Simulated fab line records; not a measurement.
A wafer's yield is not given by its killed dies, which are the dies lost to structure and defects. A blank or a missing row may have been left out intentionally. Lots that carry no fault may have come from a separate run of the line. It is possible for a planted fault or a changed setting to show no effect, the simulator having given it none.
fab line records    flow gf180mcu
record lots=14  wafers=42  last_day=34
route steps=602 shown STI@1 MVPSD@83 DUAL_GATE@154 V2@383
lots untouched by any fault: they come from a run of this same line in which no faults occurred
start_h: hours from the record's opening day to when the first of the lot's shown wafers began    wait_h: hours from the lot's prior step to this one    " identical to the entry in the row above    L1.1+2: several wafers, shown together as one row    - no value, or no start given    * or withheld: withheld    < > ~ a bound
route shown NAME@n: NAME is a module with steps in the file, n the number in the route of the first one    usual: mean/standard deviation taken from wafers without a fault    same: alike in all rows    chamber/n: place in a boat    sites: the reading at each site    _std_site: how widely they spread, as a standard deviation    _edge_site: inner sites' mean taken away from outer sites' mean    radius_mm: how far each site lies from the wafer's centre    mask NAME#n: copy n    behind: the tool/chamber that last shaped the wafer    hold: the reason the lot was held/the length of the hold in hours/how it ended    device: whichever transistor did not switch (one of n, p or np)    end of line: tests run on the same wafers once the route is complete    where a step has no rows: the recipe by itself    killed: dies lost to structure and defects at the first sort, not the wafer's yield    map: dies across one wafer; x = killed, . = not, _ = none there
set.NAME: the setting that was run; set.NAME@STEP: the one run at that earlier step    model.NAME: the simulator's own value behind a step, which no gauge read
the route's steps for a sample of lots (tables are steps, rows are wafers)
services: the hour from which a tool's chamber was out of use, counted from the record's first day as start_h (under 0 if before that day), plus the number of hours and why
## steps
# step GF_STI_BOW_MEAS_00
# recipe mode=bow
# usual INCOMING_BOW=-1/6.3
lot.wafer  tool           chamber  start_h  wait_h  INCOMING_BOW[um]
L527.1     film_metro-02  -        10.00    -       7
L527.3     "              -        "        "       2
L527.6     "              -        "        "       -1
L529.1     film_metro-01  -        20.00    -       -4
L529.3     "              -        "        "       2
L529.5     "              -        "        "       5
L531.3     film_metro-03  -        30.04    -       3
L531.4     "              -        "        "       -4
L531.6     "              -        "        "       -4
L533.1     film_metro-03  -        40.00    -       6
L533.3     "              -        "        "       -13
L533.5     "              -        "        "       -1
L534.1     film_metro-01  -        45.00    -       1
L534.5     "              -        "        "       -1
L534.6     "              -        "        "       -1
L535.4     film_metro-01  -        50.06    -       8
L535.5     "              -        "        "       4
L535.6     "              -        "        "       -2
L537.2     film_metro-01  -        60.02    -       1
L537.3     "              -        "        "       1
L537.4     "              -        "        "       1
L539.1     film_metro-02  -        70.00    -       -1
L539.3     "              -        "        "       2
L539.6     "              -        "        "       -1
L540.1     film_metro-01  -        75.00    -       0
L540.3     "              -        "        "       -4
L540.4     "              -        "        "       -9
L545.2     film_metro-02  -        100.02   -       9
L545.4     "              -        "        "       -2
L545.6     "              -        "        "       -4
L546.3     film_metro-02  -        105.04   -       -2
L546.5     "              -        "        "       -6
L546.6     "              -        "        "       0
L547.1     film_metro-01  -        110.00   -       -9
L547.4     "              -        "        "       -9
L547.6     "              -        "        "       -1
L548.3     film_metro-02  -        115.04   -       -5
L548.4     "              -        "        "       -3
L548.6     "              -        "        "       2
L549.1     film_metro-03  -        120.00   -       7
L549.5     "              -        "        "       4
L549.6     "              -        "        "       13
# step GF_MVPSD_PEB_05
# recipe temp_c=115  time_s=withheld
# usual chill_plate_temp_C=23.02/0.1  exhaust_pa=44.7/0.83  heater_power_total_W=69.35/0.13  resist_line_temp_C=23.00/0.11
lot.wafer  tool            chamber  start_h  wait_h  chill_plate_temp_C  exhaust_pa  heater_power_total_W  resist_line_temp_C
L527.1     litho_track-03  0        96       -       23.03               45.3        69.23                 23.11
L527.3     "               0        "        "       22.96               43.9        69.33                 23.26
L527.6     "               0        "        "       23.12               43.3        69.48                 23.09
L529.1     litho_track-01  0        107      -       22.78               45.6        69.23                 22.91
L529.3     "               0        "        "       22.93               45.4        69.29                 22.71
L529.5     "               0        "        "       23.06               46.2        69.35                 22.88
L531.3     litho_track-01  0        119      -       22.84               45.5        69.33                 23.07
L531.4     "               0        "        "       22.88               44.2        69.30                 23.01
L531.6     "               0        "        "       22.92               44.2        69.44                 22.98
L533.1     litho_track-02  0        132      -       22.89               43.1        69.51                 23.05
L533.3     "               0        "        "       22.92               44.4        69.18                 23.04
L533.5     "               0        "        "       22.95               44.1        69.17                 23.02
L534.1     litho_track-02  0        138      -       23.20               46.0        69.10                 22.93
L534.5     "               0        "        "       23.03               46.2        69.27                 22.86
L534.6     "               0        "        "       23.08               45.4        69.21                 22.90
L535.4     litho_track-01  0        144      -       23.20               44.8        69.52                 23.15
L535.5     "               0        "        "       23.05               44.6        69.25                 22.88
L535.6     "               0        "        "       23.13               45.6        69.32                 22.97
L537.2     litho_track-02  0        156      -       22.93               45.0        69.11                 23.14
L537.3     "               0        "        "       23.05               44.6        69.43                 23.21
L537.4     "               0        "        "       23.05               43.9        69.46                 23.22
L539.1     litho_track-02  -        168      -       -                   -           -                     -
L539.3     "               -        "        "       -                   -           -                     -
L539.6     "               -        "        "       -                   -           -                     -
L540.1     litho_track-01  -        172      -       -                   -           -                     -
L540.3     "               -        "        "       -                   -           -                     -
L540.4     "               -        "        "       -                   -           -                     -
L545.2     litho_track-03  0        203      -       23.04               44.4        69.44                 22.92
L545.4     "               0        204      -       23.04               44.2        69.49                 22.98
L545.6     "               0        "        "       23.18               45.2        69.55                 22.98
L546.3     litho_track-01  0        208      -       23.03               44.5        69.54                 23.00
L546.5     "               0        "        "       23.11               43.8        69.45                 23.12
L546.6     "               0        "        "       23.19               44.7        69.32                 23.08
L547.1     litho_track-01  0        215      -       23.03               45.1        69.50                 22.95
L547.4     "               0        "        "       23.04               44.5        69.28                 23.05
L547.6     "               0        216      -       23.10               43.3        69.17                 23.10
L548.3     litho_track-03  0        221      -       23.19               44.4        69.42                 22.95
L548.4     "               0        "        "       22.96               45.6        69.25                 23.05
L548.6     "               0        "        "       22.96               45.0        69.32                 23.01
L549.1     litho_track-01  0        226      -       23.05               45.5        69.17                 23.01
L549.5     "               0        "        "       23.01               44.6        69.40                 22.94
L549.6     "               0        "        "       22.87               45.2        69.22                 22.95
# step GF_DUAL_GATE_STRIP_13
# recipe chemistry=O2/N2  power_w=1400  pressure_mtorr=1500  platen_temp_c=250  o2_flow_sccm=3000  n2_flow_sccm=300  overash_fraction=0.5
# usual drypump_motor_current_A=5.76/0.25  heater_power_w=348/26  oes_product_au=0.716/0.0044  strip_time_to_endpoint_s=12.626/0.03
lot.wafer  tool             chamber  start_h  wait_h  drypump_motor_current_A  heater_power_w  oes_product_au  rf_hours_counter_h  strip_time_to_endpoint_s
L527.1     plasma_asher-02  0        175.89   0.0     5.51                     307             0.717           0                   12.570
L527.3     "                1        "        "       6.18                     366             0.715           -                   12.619
L527.6     "                0        "        "       5.50                     314             0.717           -                   12.595
L529.1     plasma_asher-01  1        189.49   0.0     5.56                     354             0.718           57                  12.636
L529.3     "                1        "        "       5.58                     357             0.711           -                   12.648
L529.5     "                1        "        "       5.56                     352             0.708           -                   12.583
L531.3     plasma_asher-04  1        203.37   0.0     5.95                     326             0.716           -                   12.645
L531.4     "                0        "        "       5.73                     354             0.714           -                   12.648
L531.6     "                0        "        "       5.74                     344             0.717           -                   12.645
L533.1     plasma_asher-01  1        219.74   0.0     5.55                     352             0.716           60                  12.614
L533.3     "                0        "        "       5.67                     363             0.717           -                   12.658
L533.5     "                1        "        "       5.54                     357             0.714           -                   12.614
L534.1     plasma_asher-02  1        224.54   0.0     6.17                     376             0.717           4                   12.631
L534.5     "                1        "        "       6.17                     367             0.713           -                   12.592
L534.6     "                0        "        "       5.50                     309             0.712           -                   12.679
L535.4     plasma_asher-02  1        232.45   0.0     6.15                     374             0.716           -                   12.637
L535.5     "                0        "        "       5.50                     312             0.719           -                   12.618
L535.6     "                1        "        "       6.17                     369             0.718           -                   12.619
L537.2     plasma_asher-02  1        246.82   0.0     6.20                     376             0.713           7                   12.662
L537.3     "                0        "        "       5.55                     299             0.712           -                   12.657
L537.4     "                1        "        "       6.19                     378             0.714           -                   12.649
L539.1     plasma_asher-02  0        260.62   0.0     5.53                     308             0.721           8                   12.566
L539.3     "                1        "        "       6.18                     375             0.720           -                   12.591
L539.6     "                0        "        "       5.56                     316             0.717           -                   12.582
L540.1     plasma_asher-02  0        264.37   0.0     5.52                     310             0.714           9                   12.610
L540.3     "                1        "        "       6.17                     374             0.713           -                   12.569
L540.4     "                0        "        "       5.53                     314             0.728           -                   12.606
L545.2     plasma_asher-01  0        302.47   0.0     5.70                     374             0.720           68                  12.588
L545.4     "                1        "        "       5.55                     370             0.715           -                   12.603
L545.6     "                0        "        "       5.71                     365             0.710           -                   12.603
L546.3     plasma_asher-02  0        307.25   0.0     5.54                     312             0.717           -                   12.612
L546.5     "                1        "        "       6.18                     386             0.721           -                   12.654
L546.6     "                0        "        "       5.52                     315             0.710           -                   12.637
L547.1     plasma_asher-04  0        315.43   0.0     5.73                     340             0.713           55                  12.632
L547.4     "                0        "        "       5.72                     347             0.722           -                   12.642
L547.6     "                1        "        "       5.91                     317             0.715           -                   12.613
L548.3     plasma_asher-01  0        322.82   0.0     5.66                     377             0.718           -                   12.625
L548.4     "                1        "        "       5.55                     359             0.721           -                   12.636
L548.6     "                0        "        "       5.68                     372             0.720           -                   12.623
L549.1     plasma_asher-04  0        328.24   0.0     5.76                     350             0.722           56                  12.637
L549.5     "                1        "        "       5.87                     328             0.710           -                   12.651
L549.6     "                0        "        "       5.73                     352             0.718           -                   12.656
# step GF_V2_THK_MEAS_01
# recipe reads=SiO2_of_V2_CVD_00
# usual V2_CVD_00_THK=601/4.5
lot.wafer  tool           chamber  start_h  wait_h  V2_CVD_00_THK[nm]
L527.1     film_metro-03  -        437.47   0.0     603
L527.3     "              -        "        "       605
L527.6     "              -        "        "       606
L529.1     film_metro-04  -        457.06   0.0     609
L529.3     "              -        "        "       597
L529.5     "              -        "        "       607
L531.3     film_metro-02  -        474.26   0.1     603
L531.4     "              -        "        "       602
L531.6     "              -        "        "       603
L533.1     film_metro-02  -        496.52   0.0     597
L533.3     "              -        "        "       598
L533.5     "              -        "        "       607
L534.1     film_metro-04  -        506.27   0.0     601
L534.5     "              -        "        "       600
L534.6     "              -        "        "       598
L535.4     film_metro-03  -        514.05   0.0     592
L535.5     "              -        "        "       601
L535.6     "              -        "        "       604
L537.2     film_metro-03  -        535.95   0.0     602
L537.3     "              -        "        "       602
L537.4     "              -        "        "       605
L539.1     film_metro-02  -        550.49   0.0     597
L539.3     "              -        "        "       605
L539.6     "              -        "        "       601
L540.1     film_metro-03  -        552.29   0.0     599
L540.3     "              -        "        "       601
L540.4     "              -        "        "       599
L545.2     film_metro-03  -        595.08   0.0     607
L545.4     "              -        "        "       609
L545.6     "              -        "        "       604
L546.3     film_metro-02  -        600.73   0.1     598
L546.5     "              -        "        "       596
L546.6     "              -        "        "       594
L547.1     film_metro-03  -        608.04   0.0     605
L547.4     "              -        "        "       597
L547.6     "              -        "        "       599
L548.3     film_metro-04  -        613.01   0.1     601
L548.4     "              -        "        "       602
L548.6     "              -        "        "       605
L549.1     film_metro-04  -        620.84   0.0     604
L549.5     "              -        "        "       605
L549.6     "              -        "        "       602
## services
tool             chamber  start_h  hours  kind
plasma_asher-02  -        108.79   9.0    pm
plasma_asher-02  0        108.79   51.6   vent_cycle
plasma_asher-02  1        108.79   51.6   vent_cycle
plasma_asher-02  -        113.64   46.8   repair
plasma_asher-02  0        117.79   -      clean
plasma_asher-02  1        117.79   -      clean
plasma_asher-01  -        141.14   7.8    pm
plasma_asher-02  -        160.39   14.6   pm
plasma_asher-02  -        176.57   6.6    repair
plasma_asher-04  -        321.17   0.9    repair
## key
first_sign step=GF_MVPSD_PEB_05  reading=tool_record  direction=missing
effect none on later readings
met_at GF_MVPSD_PEB_05
struck_lots L539,L540
sort_left_out L539.1,L539.3,L539.6,L540.1,L540.3,L540.4
tester_left_out L539,L540
not_acting_at GF_STI_BOW_MEAS_00,GF_DUAL_GATE_STRIP_13,GF_V2_THK_MEAS_01
onset_between 156 168
fault kind=skipped_step_whole  tool=litho_track-01,litho_track-02  chamber=-  onset_h=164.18  steps=GF_MVPSD_PEB_05  scope=struck_lots_only
# tester_left_out: of these lots the tester's yield and bins aren't shown, on N5 and GAA mostly nor the transistor test; their killed dies are dies lost to structure and defects alone, not to doping, threshold or leakage, so they don't give the yield
# sort_left_out: the simulated sort isn't trusted on such a fault, so these wafers' sort isn't shown, and their yield isn't known
